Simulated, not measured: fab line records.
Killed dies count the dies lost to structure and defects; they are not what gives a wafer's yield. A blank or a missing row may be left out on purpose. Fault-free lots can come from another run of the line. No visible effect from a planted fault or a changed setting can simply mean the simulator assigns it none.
Which of the tools did it? ; flow sky130 ; 12 lots, 36 wafers sampled, at 5 steps of a route of 708

== WHAT THE GAUGES SHOWED, per wafer ==
The record lacks any reading of a measuring or inspecting step that a usual standard deviation could be used to judge.

== TOOL THAT RAN EACH LOT (tool first, then ch and the chambers of the sampled wafers, then the start) ==
lot;SKY_VT_ADJUST_HVTR_STRIP_10;SKY_LDD_LDN_CLEAN_14;SKY_LI_CONTACT_STRIP_16;SKY_LI_CONTACT_SPUTTER_20;SKY_PAD_OPEN_PROBE_99
L723;plasma-asher-01 ch 0,1, day 9 15:19;wet-bench-02 ch 0, day 23 01:08;plasma-asher-02 ch 0,1, day 29 05:48;pvd-sputter-02, day 29 06:09;-
L725;plasma-asher-01 ch 0,1, day 10 02:41;wet-bench-02 ch 0, day 23 15:47;plasma-asher-01 ch 1, day 29 20:19;pvd-sputter-02, day 29 20:41;-
L730;plasma-asher-01 ch 0,1, day 11 20:45;wet-bench-02 ch 1, day 25 16:40;plasma-asher-01 ch 0,1, day 31 17:40;pvd-sputter-01, day 31 18:02;prober-01, day 47 13:18
L731;plasma-asher-04 ch 0,1, day 12 13:54;wet-bench-01 ch 2, day 26 17:32;plasma-asher-01 ch 0,1, day 32 16:19;pvd-sputter-03, day 32 16:41;prober-02, day 48 02:06
L734;plasma-asher-03 ch 0,1, day 13 13:05;wet-bench-01 ch 0, day 27 17:16;plasma-asher-01 ch 0,1, day 33 14:46;pvd-sputter-01, day 33 15:08;-
L735;plasma-asher-01 ch 0,1, day 14 06:15;wet-bench-03 ch 0, day 28 11:37;plasma-asher-02 ch 0,1, day 34 06:43;pvd-sputter-03, day 34 07:05;-
L738;plasma-asher-03 ch 0,1, day 14 20:48;wet-bench-01 ch 2, day 29 04:05;plasma-asher-01 ch 0,1, day 35 00:19;pvd-sputter-02, day 35 00:42;-
L737;plasma-asher-03 ch 0,1, day 14 21:47;wet-bench-02 ch 2, day 29 03:22;plasma-asher-04 ch 0,1, day 34 23:21;pvd-sputter-01, day 34 23:42;-
L739;plasma-asher-04 ch 0, day 15 02:56;wet-bench-02 ch 0, day 29 06:10;plasma-asher-01 ch 0,1, day 35 03:04;pvd-sputter-01, day 35 03:26;-
L740;plasma-asher-03 ch 0,1, day 15 06:44;wet-bench-02 ch 0, day 29 10:32;plasma-asher-01 ch 0,1, day 35 04:25;pvd-sputter-01, day 35 04:48;-
L741;plasma-asher-04 ch 0,1, day 15 11:19;wet-bench-03 ch 0, day 29 16:13;plasma-asher-01 ch 0,1, day 35 09:11;pvd-sputter-02, day 35 09:32;prober-02, day 50 05:57
L745;plasma-asher-03 ch 0,1, day 16 21:53;wet-bench-02 ch 1, day 31 12:17;plasma-asher-01 ch 0,1, day 37 07:19;pvd-sputter-01, day 37 07:44;-
- SKY_VT_ADJUST_HVTR_STRIP_10: strips in O2/N2.
- SKY_LDD_LDN_CLEAN_14: cleans in SC1/SC2, time 150 s.
- SKY_LI_CONTACT_STRIP_16: strips in O2/N2.
- SKY_LI_CONTACT_SPUTTER_20: material TiN, target thk 20 nm, time 80 s.
- SKY_PAD_OPEN_PROBE_99

== AS READ BY THE TOOLS THEMSELVES (means over the sampled wafers that have a number; for cases with no such wafer, the mark the record gives instead) ==
SKY_VT_ADJUST_HVTR_STRIP_10. Usual: chamber-pressure-mTorr 1500.0 mTorr, standard deviation 1.5; drypump-motor-current-A 5.6 A, standard deviation 0.43; oes-product-au 0.716 a.u., standard deviation 0.0044; strip-time-to-endpoint-s 14.175 s, standard deviation 0.029.
lot;tool;chamber-pressure-mTorr (mTorr);drypump-motor-current-A (A);oes-product-au (a.u.);strip-time-to-endpoint-s (s);flag
L723;plasma-asher-01;1498.4;5.4;0.712;14.171;
L725;plasma-asher-01;1500.6;5.6;0.722;14.188;
L730;plasma-asher-01;1500.2;5.6;0.714;14.195;
L731;plasma-asher-04;1500.9;5.3;0.717;14.181;
L734;plasma-asher-03;1500.3;5.9;0.715;14.175;
L735;plasma-asher-01;1499.3;5.6;0.715;14.174;
L738;plasma-asher-03;1498.8;5.9;0.716;14.192;
L737;plasma-asher-03;1502.4;6.0;0.716;14.183;
L739;plasma-asher-04;1499.1;5.9;0.719;14.177;
L740;plasma-asher-03;1499.5;6.0;0.717;14.221;
L741;plasma-asher-04;1500.8;5.3;0.714;14.146;
L745;plasma-asher-03;1500.7;6.0;0.713;14.193;

SKY_LDD_LDN_CLEAN_14. Usual: bath-guard-temp-C 70.0 C, standard deviation 0.51; bath-heat-duty-pct 13.0 %, standard deviation 1.7.
lot;tool;bath-guard-temp-C (C);bath-heat-duty-pct (%);flag
L723;wet-bench-02;70.3;11.4;
L725;wet-bench-02;70.4;11.0;
L730;wet-bench-02;-;-;OFF
L731;wet-bench-01;-;-;OFF
L734;wet-bench-01;70.5;12.4;
L735;wet-bench-03;69.6;16.0;
L738;wet-bench-01;70.2;13.3;
L737;wet-bench-02;70.7;11.5;
L739;wet-bench-02;70.2;11.2;
L740;wet-bench-02;70.4;10.9;
L741;wet-bench-03;69.4;15.2;
L745;wet-bench-02;70.1;11.6;

SKY_LI_CONTACT_STRIP_16. Usual: chamber-pressure-mTorr 1499.9 mTorr, standard deviation 1.3; drypump-motor-current-A 5.5 A, standard deviation 0.39; oes-product-au 0.375 a.u., standard deviation 0.0047; strip-time-to-endpoint-s 3.49 s, standard deviation 0.032.
lot;tool;chamber-pressure-mTorr (mTorr);drypump-motor-current-A (A);oes-product-au (a.u.);strip-time-to-endpoint-s (s);flag
L723;plasma-asher-02;1500.5;5.7;0.378;3.48;
L725;plasma-asher-01;1498.9;5.1;0.375;3.49;
L730;plasma-asher-01;1500.7;5.4;0.372;3.43;
L731;plasma-asher-01;1498.5;5.6;0.374;3.43;
L734;plasma-asher-01;1499.7;5.4;0.375;3.49;
L735;plasma-asher-02;1500.7;5.5;0.378;3.51;
L738;plasma-asher-01;1498.4;5.3;0.379;3.45;
L737;plasma-asher-04;1499.7;5.3;0.377;3.48;
L739;plasma-asher-01;1499.6;5.4;0.377;3.48;
L740;plasma-asher-01;1500.1;5.4;0.374;3.54;
L741;plasma-asher-01;1501.1;5.6;0.372;3.48;
L745;plasma-asher-01;1500.4;5.6;0.374;3.49;

SKY_LI_CONTACT_SPUTTER_20. Usual: throttle-valve-pct at 30.0 %, with a standard deviation of 0.9.
lot;tool;throttle-valve-pct (%);flag
L723;pvd-sputter-02;30.6;
L725;pvd-sputter-02;30.6;
L730;pvd-sputter-01;30.1;
L731;pvd-sputter-03;29.3;
L734;pvd-sputter-01;30.5;
L735;pvd-sputter-03;29.2;
L738;pvd-sputter-02;30.0;
L737;pvd-sputter-01;30.0;
L739;pvd-sputter-01;30.3;
L740;pvd-sputter-01;30.0;
L741;pvd-sputter-02;30.6;
L745;pvd-sputter-01;29.6;

SKY_PAD_OPEN_PROBE_99. Usual: killed_at_M0_to_M3 44, standard deviation 7.6; killed_at_M4_up 3.2, standard deviation 1.7; killed-at-contacts 24, standard deviation 5.7; killed-at-front-end 16, standard deviation 3.9; killed-at-other 0.2, standard deviation 0.45; killed-dies 87, standard deviation 9.5; killed-open 47, standard deviation 6.9; killed-short 40, standard deviation 5.8.
lot;tool;killed_at_M0_to_M3;killed_at_M4_up;killed-at-contacts;killed-at-front-end;killed-at-other;killed-dies;killed-open;killed-short;flag
L730;prober-01;54;2.0;20;20;0.3;96;48;48;
L731;prober-02;41;3.3;26;20;0.7;91;49;42;
L741;prober-02;40;2.7;29;17;0.0;88;46;42;

== THE ANSWER, worked out from the rows above alone ==
Rule: lot off if the mean of its wafers having a number is beyond 3 standard deviations from the usual mean. Also off: a lot with no number at a reading for which 4 or more lots have one. All remaining lots with rows at the step are treated as sound. The gauges are gone through in route order, then the tools' own readings, and for those a lot's mean is taken as printed above. At the first step where some lot is off, the reading lying furthest off is the one used; lots without a number count as furthest.
Off, at SKY_LDD_LDN_CLEAN_14 on bath-guard-temp-C: L730, L731. Without a number there: L730, L731.
A tool fits if, at that step or a process step before it, it ran every lot that is off, and no sound lot after the first of them. Of those tried, none fits.

== WHAT THE SIMULATOR HAD INSERTED ==
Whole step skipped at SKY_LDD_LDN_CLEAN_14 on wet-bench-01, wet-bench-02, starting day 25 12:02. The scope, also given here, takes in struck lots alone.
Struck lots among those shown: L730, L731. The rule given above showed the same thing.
